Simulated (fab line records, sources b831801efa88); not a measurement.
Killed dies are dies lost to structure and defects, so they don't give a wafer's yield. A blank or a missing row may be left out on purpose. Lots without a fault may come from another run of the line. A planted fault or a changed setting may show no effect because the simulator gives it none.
Chamber matching | flow sky130 | SKY_PASSIVATION_CVD_00 on pecvd-04: 3 sister chambers
The step deposits SiO2, target thk 90 nm. 14 wafers are shown with their chamber, then 7 later ones without.

WAFERS WITH THEIR CHAMBER
wafer  | chamber | heater_power_w (W)
L163.2 | 1       | 612
L163.3 | 0       | 686
L163.6 | 0       | 686
L168.1 | 0       | 694
L168.3 | 1       | 730
L168.5 | 2       | 466
L173.1 | 2       | 485
L173.3 | 0       | 640
L173.4 | 2       | 481
L175.3 | 0       | 579
L175.4 | 1       | 722
L175.6 | 0       | 587
L176.1 | 2       | 553
L176.4 | 1       | 669

SIGNATURES (means of the wafers above)
reading        | chamber 0 | chamber 1 | chamber 2 | scatter within a chamber
heater_power_w | 645.33    | 683.25    | 496.25    | 49.5
Rule: a wafer's distance from a chamber is the root of the sum, over the readings, of the square of ((its reading less the chamber's mean) divided by the reading's scatter). The wafer belongs to the nearest chamber; if the next one is less than 2 further off, it can't be placed. The scatter: the root of (the sum of the squares of (reading less its chamber's mean) over the shown wafers, divided by (wafers less chambers)).

WAFERS WITHOUT THEIR CHAMBER
wafer  | heater_power_w (W)
L176.6 | 669
L177.2 | 572
L177.5 | 575
L177.6 | 659
L181.2 | 579
L181.5 | 571
L181.6 | 606

WHICH CHAMBER EACH WENT THROUGH
wafer  | from the rows above          | in truth
L176.6 | can't be placed: 1 or 0      | 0
L177.2 | can't be placed: 0 or 2 or 1 | 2
L177.5 | can't be placed: 0 or 2 or 1 | 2
L177.6 | can't be placed: 0 or 1      | 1
L181.2 | can't be placed: 0 or 2 or 1 | 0
L181.5 | can't be placed: 0 or 2 or 1 | 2
L181.6 | can't be placed: 0 or 1 or 2 | 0
Placed correctly: 0 of 7. Can't be placed from these rows: 7 (the true chamber is among the candidates in 7). Placed wrongly: 0.
